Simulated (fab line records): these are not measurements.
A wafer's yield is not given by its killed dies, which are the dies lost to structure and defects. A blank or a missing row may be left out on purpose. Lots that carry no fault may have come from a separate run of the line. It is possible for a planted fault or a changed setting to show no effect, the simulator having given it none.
Which tool was responsible?	flow sky130	12 lots, 36 wafers sampled, at 3 steps of a route of 708

WHAT THE GAUGES READ, wafer by wafer
SKY_METAL5_RS_MEAS_05: uses a four-point probe to measure.
lot	measured	on	METAL5_ALCU_RS (ohm/sq)
L144	day 42 20:10	film_metro-02	0.0274 0.0274 0.0274
L147	day 43 07:23	film_metro-03	0.0277 0.0273 0.0282
L145	day 43 08:06	film_metro-01	0.0267 0.0268 0.0273
L146	day 43 13:47	film_metro-03	0.0272 0.0270 0.0264
L149	day 44 04:04	film_metro-02	0.0269 0.0276 0.0267
L150	day 44 11:02	film_metro-02	0.0270 0.0270 0.0276
L151	day 44 21:46	film_metro-01	0.0272 0.0268 0.0267
L157	day 46 13:08	film_metro-01	0.0275 0.0265 0.0269
L161	day 47 06:04	film_metro-03	0.0272 0.0276 0.0269
L165	day 48 06:57	film_metro-01	0.0272 0.0270 0.0279
L166	day 48 11:16	film_metro-02	0.0265 0.0269 0.0267
L167	day 48 20:08	film_metro-03	0.0269 0.0264 0.0269

WHICH TOOL RAN EACH LOT (tool, then ch and the chambers of the sampled wafers, then the start)
lot	SKY_VIA4_STRIP_13	SKY_METAL5_SPUTTER_04
L144	plasma_asher-03 ch 0,1, day 42 18:39	pvd_sputter-02, day 42 20:06
L147	plasma_asher-01 ch 0,1, day 43 05:47	pvd_sputter-03, day 43 07:20
L145	plasma_asher-03 ch 0,1, day 43 06:30	pvd_sputter-04, day 43 08:03
L146	plasma_asher-04 ch 0,1, day 43 12:00	pvd_sputter-03, day 43 13:43
L149	plasma_asher-01 ch 0,1, day 44 02:37	pvd_sputter-03, day 44 04:01
L150	plasma_asher-04 ch 0,1, day 44 09:35	pvd_sputter-03, day 44 10:59
L151	plasma_asher-01 ch 0,1, day 44 20:15	pvd_sputter-03, day 44 21:41
L157	plasma_asher-03 ch 0,1, day 46 11:32	pvd_sputter-04, day 46 13:05
L161	plasma_asher-03 ch 0,1, day 47 04:23	pvd_sputter-03, day 47 05:59
L165	plasma_asher-03 ch 0,1, day 48 05:29	pvd_sputter-03, day 48 06:52
L166	plasma_asher-04 ch 0,1, day 48 09:46	pvd_sputter-02, day 48 11:10
L167	plasma_asher-03 ch 0,1, day 48 18:15	pvd_sputter-04, day 48 20:04
- SKY_VIA4_STRIP_13: strips in O2/N2.
- SKY_METAL5_SPUTTER_04: material TiN, target thk 70 nm, time 58.3 s.

WHAT THE TOOLS THEMSELVES READ (means of the sampled wafers that have a number; where no wafer has one, the mark that the record gives instead)
SKY_VIA4_STRIP_13.
lot	tool	drypump_motor_current_A (A)	oes_product_au (a.u.)	strip_time_to_endpoint_s (s)
L144	plasma_asher-03	5.5	0.711	12.82
L147	plasma_asher-01	5.8	0.710	12.82
L145	plasma_asher-03	5.6	0.707	12.79
L146	plasma_asher-04	5.9	0.711	12.83
L149	plasma_asher-01	5.7	0.708	12.79
L150	plasma_asher-04	6.0	0.708	12.82
L151	plasma_asher-01	5.3	0.708	12.81
L157	plasma_asher-03	5.5	0.711	12.83
L161	plasma_asher-03	5.7	0.710	12.80
L165	plasma_asher-03	5.7	0.709	12.84
L166	plasma_asher-04	6.0	0.704	12.80
L167	plasma_asher-03	5.6	0.713	12.80

SKY_METAL5_SPUTTER_04.
lot	tool	throttle_valve_pct (%)
L144	pvd_sputter-02	30.6
L147	pvd_sputter-03	28.8
L145	pvd_sputter-04	29.5
L146	pvd_sputter-03	28.6
L149	pvd_sputter-03	28.7
L150	pvd_sputter-03	28.7
L151	pvd_sputter-03	28.7
L157	pvd_sputter-04	29.6
L161	pvd_sputter-03	28.9
L165	pvd_sputter-03	28.9
L166	pvd_sputter-02	30.8
L167	pvd_sputter-04	29.3

THE ANSWER, worked out from the rows above alone
Rule: the usual values come from the lots themselves. Put in order of their means at a reading, lots are off if they are a third of the lots or fewer, leave a main group of 4 or more, and stand apart from it by a gap of 3 or more times the standard deviation of the main group's means; of several such gaps the widest counts. Not used: any main group whose means are identical at the precision the tables above print for the reading. Also off: a lot with no number at a reading for which 4 or more lots have one. All remaining lots with rows at the step are treated as sound. Order of review: gauges by route order, followed by the tools' own readings, for which a lot's mean as printed above is used. The first step at which some lot is off is used, and at that step the reading that is off furthest; a lot without a number counts as furthest.
No lot is off on any of the readings shown, so nothing can be concluded from this.

WHAT THE SIMULATOR HAD PUT IN
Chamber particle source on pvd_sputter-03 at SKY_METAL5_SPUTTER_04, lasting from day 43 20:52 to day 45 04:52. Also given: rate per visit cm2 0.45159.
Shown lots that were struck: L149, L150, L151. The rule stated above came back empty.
